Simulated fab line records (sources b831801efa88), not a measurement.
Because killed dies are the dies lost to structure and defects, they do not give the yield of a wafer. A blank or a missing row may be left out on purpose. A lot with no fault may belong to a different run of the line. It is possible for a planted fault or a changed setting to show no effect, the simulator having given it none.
Struck lot and sound lot, side by side	flow sky130	26 steps out of a route of 708
Sound: these wafers, L819.3, L819.4, L819.6. The struck wafers were L805.3, L805.5, L805.6. Last of all comes the cause.
Per side, at each step with rows, come the tool, then ch with its chambers, and then its first start. Under that, the readings that differ: sound wafers	struck wafers	difference of the means	sigmas: that difference in standard deviations of wafers without a fault.
alike: a reading whose means differ by less than 2 such deviations, as well as words and numbers matching on both sides. not compared: withheld readings; readings where some wafer has no value; bounds like >300 that might hide an equal value; numbers whose values overlap and for which the record gives no deviation.
The two part at a step that has a row with sigmas, a row that says differs or no value, or rows on one side only. Numbers that have no deviation but don't overlap get no sigmas and don't part them. Lack of a reading on every wafer of one side parts them only where that side has two or more wafers.

first, 2 steps without rows for these wafers: SKY_METAL4_PEB_11; SKY_METAL4_DEVELOP_12 (develop time 60 s).
SKY_METAL4_CD_MEAS_13 targets a cd of 300 nm.
  sound on cd-sem-01, day 46 07:39; struck on cd-sem-02, day 42 17:10
reading	sound	struck	difference	sigmas
cd-nm (nm)	296.8 297.8 297.8	301.4 301.4 299.9	+3.4	+2
SKY_METAL4_OVL_MEAS_14:
  sound on overlay-02, day 46 07:45; struck on overlay-02, day 42 17:16
  alike: METAL4_OVL
SKY_METAL4_DESCUM_15: chemistry O2, time 8 s.
  sound on rie-metal-03 ch 0,1, day 46 07:47; struck on rie-metal-03 ch 0,1, day 42 17:18
  alike: drypump-motor-current-A, oes-product-au
  not compared: rf-hours-counter-h
SKY_METAL4_ETCH_16: etches BARC in N2/H2, stops on SiO2, time 91.81 s, target depth 60 nm.
  sound on rie-metal-03 ch 0,1, day 46 07:50; struck on rie-metal-03 ch 0,1, day 42 17:21
  alike: drypump-motor-current-A, oes-product-au, throttle-valve-pct
  not compared: rf-hours-counter-h
then, 1 step without rows for these wafers: SKY_METAL4_ETCH_17 (etches SiO2 in C4F8/O2/Ar, stops on TiN, time 3.9 s, target depth 15 nm).
SKY_METAL4_METAL_ETCH_18: etches the open film in Cl2/BCl3, stops on SiO2, target depth 845 nm, time 183.1 s.
  sound on rie-metal-01 ch 0,1, day 46 07:59; struck on rie-metal-01 ch 0,1, day 42 17:29
  alike: bcl3-flow-sccm, drypump-motor-current-A, mfc-cl2-sccm, oes-product-au, throttle-valve-pct
  not compared: rf-hours-counter-h
then, 4 steps without rows for these wafers: SKY_METAL4_STRIP_19 (strips in O2/N2); SKY_METAL4_STRIP_20 (strips in post etch residue remover, time 1200 s); SKY_METAL4_CLEAN_21 (cleans in IPA, time 180 s); SKY_METAL4_CLEAN_22 (cleans in O3/DIW).
SKY_VIA4_HDPCVD_00: deposits SiO2, target thk 1750 nm, time 291.7 s.
  sound on hdpcvd-01 ch 0,1, day 46 08:41; struck on hdpcvd-02 ch 1,2, day 42 18:12
  no value came back on the struck wafers for pressure-mtorr (mTorr), run-length-s (s); on the sound wafers pressure-mtorr (mTorr) reads 5.990 6.000 6.017
SKY_VIA4_CMP_02: polishes SiO2.
  sound on cmp-02 ch 1,2, day 46 08:56; struck on cmp-02 ch 2,3, day 42 18:26
  alike: motor-current-A
SKY_VIA4_BOW_MEAS_03:
  sound on film-metro-01, day 46 09:16; struck on film-metro-02, day 42 18:47
  alike: VIA4_BOW
then, 7 steps without rows for these wafers: SKY_VIA4_DEHYDRATE_04 (time 60 s); SKY_VIA4_HMDS_05 (prime time 60 s); SKY_VIA4_COAT_06 (resist thk 1140 nm); SKY_VIA4_SOFTBAKE_07 (time 60 s); SKY_VIA4_EXPOSE_08 (exposes mask VIM4, target cd 800 nm); SKY_VIA4_PEB_09; SKY_VIA4_DEVELOP_10 (develop time 60 s).
SKY_VIA4_OVL_MEAS_11:
  sound on overlay-01, day 47 04:44; struck on overlay-01, day 43 17:44
  alike: VIA4_OVL
SKY_VIA4_ETCH_12: etches SiO2 in C4F8/O2/Ar, stops on TiN, target depth 580 nm.
  sound on rie-diel-01 ch 0,3, day 47 04:46; struck on rie-diel-04 ch 0,1, day 43 17:46
reading	sound	struck	difference	sigmas
oes-product-au (a.u.)	0.926 0.933 0.923	0.381 0.375 0.376	-0.550	-99 or more
model.etch.depth-nm (nm)	580.3 581.3 582	0 0 0	-581	
SKY_VIA4_STRIP_13: strips in O2/N2.
  sound on plasma-asher-01 ch 0,1, day 47 04:52; struck on plasma-asher-01 ch 0,1, day 43 17:52
  alike: drypump-motor-current-A, oes-product-au, strip-time-to-endpoint-s
  not compared: rf-hours-counter-h
-- the record jumps here: 3 days lie between the struck wafers' starts before and after (it left off in module VIA4 and takes up again in module PAD_OPEN, whose first step shown is number 708 of the route) --
SKY_PAD_OPEN_PROBE_99:
  rows exist in the record for the struck wafers here (prober-02, day 46 14:20), but not for the sound ones

== WHERE THEY PART ==
Last at SKY_PAD_OPEN_PROBE_99 as far as this record goes, first at SKY_METAL4_CD_MEAS_13.

WHY: what had been put in by the simulator
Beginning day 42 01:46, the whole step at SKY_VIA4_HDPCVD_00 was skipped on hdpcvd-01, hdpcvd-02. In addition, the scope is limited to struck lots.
